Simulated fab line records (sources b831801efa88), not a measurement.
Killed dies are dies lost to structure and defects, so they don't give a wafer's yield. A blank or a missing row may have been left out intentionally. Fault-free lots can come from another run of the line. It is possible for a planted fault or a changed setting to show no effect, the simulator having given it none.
Struck lot and sound lot, side by side / flow sky130 / 43 steps out of a route of 708
Sound: these wafers, L203.2, L203.4, L203.6. Struck: wafers L193.1, L193.5, L193.6. Last of all comes the cause.
Order at every step that has rows: each side's tool, ch and its chambers, its first start. Under that, the readings that differ: sound wafers / struck wafers / difference of the means / sigmas: that difference in standard deviations of wafers without a fault.
alike: readings whose means differ by less than 2 such deviations, and words and numbers that are the same on both sides. not compared: withheld readings, readings that some wafer has no value for, bounds like >300 that may hide the same value, and numbers for which the record gives no deviation and whose values overlap.
A row with sigmas, a row that says differs or no value, or rows on one side alone: a step with any of these is where the two part. Numbers that have no deviation but don't overlap get no sigmas and don't part them. A reading missing from all wafers of one side parts the sides only when that side holds two or more wafers.

first, 4 steps without rows for these wafers: SKY_VIA3_STRIP_17 (strips in post etch residue remover, time 1200 s); SKY_VIA3_CLEAN_18 (cleans in IPA, time 180 s); SKY_VIA3_CLEAN_19 (cleans in O3/DIW); SKY_VIA3_SPUTTER_20 (material TiN, target thk 20 nm, time 80 s).
SKY_VIA3_CVD_21: deposits W, target thk 390 nm, time 117.31 s.
  sound on cvd_w-01 ch 1, day 44 13:29; struck on cvd_w-02 ch 0,1, day 41 14:38
  alike: heater_power_w
SKY_VIA3_RS_MEAS_22: uses a four-point probe to measure.
  sound on film_metro-02, day 44 13:38; struck on film_metro-04, day 41 14:46
  alike: VIA3_W_RS
SKY_VIA3_THK_MEAS_23: measures by xrf.
  sound on film_metro-02, day 44 13:44; struck on film_metro-04, day 41 14:53
  alike: VIA3_W_THK
then, 1 step without rows for these wafers: SKY_VIA3_CMP_24 (polishes, stops on SiO2, t overpolish 20 s, target thk 0 nm).
SKY_METAL4_SPUTTER_00: material Ti, target thk 15 nm, time 10 s.
  sound on pvd_sputter-02, day 44 14:05; struck on pvd_sputter-04, day 41 15:14
  alike: cathode_dc_power_W, throttle_valve_pct
SKY_METAL4_SPUTTER_01: material TiN, target thk 20 nm, time 16.7 s.
  sound on pvd_sputter-02, day 44 14:07; struck on pvd_sputter-04, day 41 15:16
  alike: cathode_dc_power_W, throttle_valve_pct
SKY_METAL4_SPUTTER_02: material AlCu, target thk 735 nm, time 39.1 s.
  sound on pvd_sputter-02, day 44 14:08; struck on pvd_sputter-04, day 41 15:17
  alike: cathode_dc_power_W, throttle_valve_pct
then, 1 step without rows for these wafers: SKY_METAL4_SPUTTER_03 (material Ti, target thk 5 nm, time 3.3 s).
SKY_METAL4_SPUTTER_04: material TiN, target thk 70 nm, time 58.3 s.
  sound on pvd_sputter-02, day 44 14:12; struck on pvd_sputter-04, day 41 15:20
reading=cathode_dc_power_W (W); sound=6502.7 6501.2 6501.8; struck=6499.5 6498.4 6498.9; difference=-3.0; sigmas=-2
  alike: throttle_valve_pct
SKY_CAP2M_CVD_00: deposits SiO2, target thk 15.5 nm.
  sound on pecvd-02 ch 0,1,2, day 44 14:15; struck on pecvd-03 ch 1,2, day 41 15:23
  alike: heater_power_w, rf_fwd_power_W
SKY_CAP2M_THK_MEAS_01:
  sound on film_metro-03, day 44 14:17; struck on film_metro-03, day 41 15:25
  alike: CAP2M_CVD_00_THK
then, 1 step without rows for these wafers: SKY_CAP2M_SPUTTER_02 (material TiN, target thk 200 nm, time 166.7 s).
SKY_CAP2M_RS_MEAS_03: uses a four-point probe to measure.
  sound on film_metro-02, day 44 14:28; struck on film_metro-04, day 41 15:35
  alike: CAP2M_TIN_RS
SKY_CAP2M_THK_MEAS_04: measures by xrf.
  sound on film_metro-02, day 44 14:34; struck on film_metro-04, day 41 15:42
  alike: CAP2M_TIN_THK
then, 7 steps without rows for these wafers: SKY_CAP2M_DEHYDRATE_05 (time 60 s); SKY_CAP2M_HMDS_06 (prime time 60 s); SKY_CAP2M_COAT_07 (resist thk 1140 nm); SKY_CAP2M_SOFTBAKE_08 (time 60 s); SKY_CAP2M_EXPOSE_09 (exposes mask CAP2M, target cd 1000 nm); SKY_CAP2M_PEB_10; SKY_CAP2M_DEVELOP_11 (develop time 60 s).
SKY_CAP2M_OVL_MEAS_12:
  sound on overlay-02, day 45 12:01; struck on overlay-01, day 42 14:15
  alike: CAP2M_OVL
then, 13 steps without rows for these wafers: SKY_CAP2M_METAL_ETCH_13 (etches TiN in Cl2/BCl3, stops on SiO2, target depth 220 nm, time 62.9 s); SKY_CAP2M_STRIP_14 (strips in O2/N2); SKY_CAP2M_STRIP_15 (strips in post etch residue remover, time 1200 s); SKY_CAP2M_CLEAN_16 (cleans in IPA, time 180 s); SKY_CAP2M_CLEAN_17 (cleans in O3/DIW); SKY_METAL4_DEHYDRATE_05 (time 60 s); SKY_METAL4_HMDS_06 (prime time 60 s); SKY_METAL4_COAT_07 (resist thk 60 nm); SKY_METAL4_COAT_08 (resist thk 1140 nm); SKY_METAL4_SOFTBAKE_09 (time 90 s); SKY_METAL4_EXPOSE_10 (exposes mask MM4, target cd 300 nm); SKY_METAL4_PEB_11; SKY_METAL4_DEVELOP_12 (develop time 60 s).
SKY_METAL4_CD_MEAS_13: the cd target is 300 nm.
  sound on cd_sem-02, day 46 09:14; struck on cd_sem-01, day 43 13:59
  alike: cd_nm
SKY_METAL4_OVL_MEAS_14:
  sound on overlay-01, day 46 09:20; struck on overlay-02, day 43 14:07
  alike: METAL4_OVL
then, 1 step without rows for these wafers: SKY_METAL4_DESCUM_15 (chemistry O2, time 8 s).
-- the record jumps here: 4 days lie between the struck wafers' starts before and after (it left off in module METAL4 and takes up again in module PAD_OPEN, whose first step shown is number 708 of the route) --
SKY_PAD_OPEN_PROBE_99:
  sound on prober-01, day 49 19:22; struck on prober-01, day 47 08:47
reading=defect_limited_yield (%); sound=79.9 85.2 85.0; struck=75.0 77.0 72.0; difference=-8.7; sigmas=-4
reading=killed_at_M4_up; sound=4 2 3; struck=35 41 54; difference=+40; sigmas=+22
reading=killed_dies; sound=99 73 74; struck=123 113 138; difference=+43; sigmas=+4
reading=killed_on_rim; sound=15 17 14; struck=28 24 27; difference=+11; sigmas=+3
reading=sort_bin_3_pad_short (%); sound=0.8 0.8 1.4; struck=3.0 3.5 3.5; difference=+2.3; sigmas=+5
reading=sort_bin_5_function (%); sound=12.0 8.3 8.7; struck=16.1 11.8 17.3; difference=+5.4; sigmas=+3
reading=sort_n_pass; sound=393 419 418; struck=369 379 354; difference=-43; sigmas=-4
reading=sort_yield_pct (%); sound=79.9 85.2 85.0; struck=75.0 77.0 72.0; difference=-8.7; sigmas=-4
reading=model.etest.tester.sort_n_pass; sound=393 419 418; struck=369 379 354; difference=-43; sigmas=
reading=model.etest.tester.sort_yield_pct (%); sound=79.88 85.16 84.96; struck=75 77.03 71.95; difference=-9; sigmas=
reading=model.etest.tester.sort_bin_3_pct (%); sound=0.813 0.813 1.423; struck=3.049 3.455 3.455; difference=+2.303; sigmas=
  alike: killed_at_M0_to_M3, killed_at_contacts, killed_at_front_end, killed_at_other, killed_open, killed_short, sort_bin_6_memory
  not compared: model.etest.tester.sort_bin_5_pct

## WHERE THEY PART
Last at SKY_PAD_OPEN_PROBE_99 as far as this record goes, first at SKY_METAL4_SPUTTER_04.

WHY: whatever the simulator had introduced
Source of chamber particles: pvd_sputter-04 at SKY_METAL4_SPUTTER_04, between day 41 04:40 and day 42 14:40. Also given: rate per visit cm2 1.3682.
